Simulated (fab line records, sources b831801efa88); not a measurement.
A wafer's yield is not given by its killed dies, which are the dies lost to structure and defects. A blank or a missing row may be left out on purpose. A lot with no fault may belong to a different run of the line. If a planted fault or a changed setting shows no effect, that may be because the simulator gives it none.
Problem report, 8D (eight disciplines) form, completed by code	flow sky130	the parts of the form that need people (team, actions taken, sign-off) are left out

1. PROBLEM STATEMENT
Mean of dose ions cm2 at SKY_LDD_LDN_IMPLANT_10: 8.3748e+12 across 9 wafers in 3 lots; on wafers with no fault it is 1.2502e+13 (standard deviation 1.3e+10). So: -99 or more standard deviations from the usual mean.
First seen on wafer L848.1, day 28 22:20, on implanter-01. The record holds 36 wafers of 12 lots with a number at this step. Rule for "out", or "out of limits": more than 4 standard deviations from the usual mean. The other wafers with a number count as sound.

2. WHAT IT IS; WHAT IT IS NOT
question	is	is not
which readings at this step	dose ions cm2, faraday current uA	-
which lots	L848, L849, L850	L832, L834, L835, L836, L837, L840, L841, L854, L855
which wafers of those lots	all that have a number	-
read on which tools	implanter-01	implanter-03, implanter-04
when	from day 28 22:20	up to then (21 sound wafers); but 6 sound wafers of L854, L855 came after

3. SUSPECTS, AND WHAT RULES EACH OUT
Counting: a tool at a process step up to the reading stays a suspect if it ran every lot that is out and no sound lot after the first of them.
- implanter-01 at SKY_LDD_LDN_IMPLANT_10: kept. It processed each lot that is out, first L848 at day 28 22:20, and no sound lot thereafter; up to then, the last sound lot it processed was L841 at day 26 20:34. Its own dose ions cm2, faraday current uA readings are out on those wafers.
After counting, what remains is implanter-01 at SKY_LDD_LDN_IMPLANT_10.

4. THE CAUSE (what the simulator had put in)
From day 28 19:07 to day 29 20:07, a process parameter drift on implanter-01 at SKY_LDD_LDN_IMPLANT_10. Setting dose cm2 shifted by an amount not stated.
Counting left only this tool.

5. THE EFFECT CHAIN, in route order
One row per reading whose mean, taken over the struck wafers that have a number, lies over 3 standard deviations from the usual. Only readings for which the record gives a usual standard deviation are gone through. hours: the time from each lot's start at the first step in this table that gives one to its start at this step, as a median over the lots. sigmas: the change in usual standard deviations.
hours	step	reading	usual	on struck wafers	change	sigmas
0	SKY_LDD_LDN_IMPLANT_10	dose ions cm2	1.2502e+13	8.3748e+12	-4.1272e+12	-99 or more
0	SKY_LDD_LDN_IMPLANT_10	faraday current uA	70.6	46.8	-23.8	-17
Its process steps:
- SKY_LDD_LDN_IMPLANT_10

6. WHAT WOULD HAVE CAUGHT IT SOONER
The fault began at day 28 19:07; the first out-of-limits reading in this record came at day 28 22:20, 3 hours later.
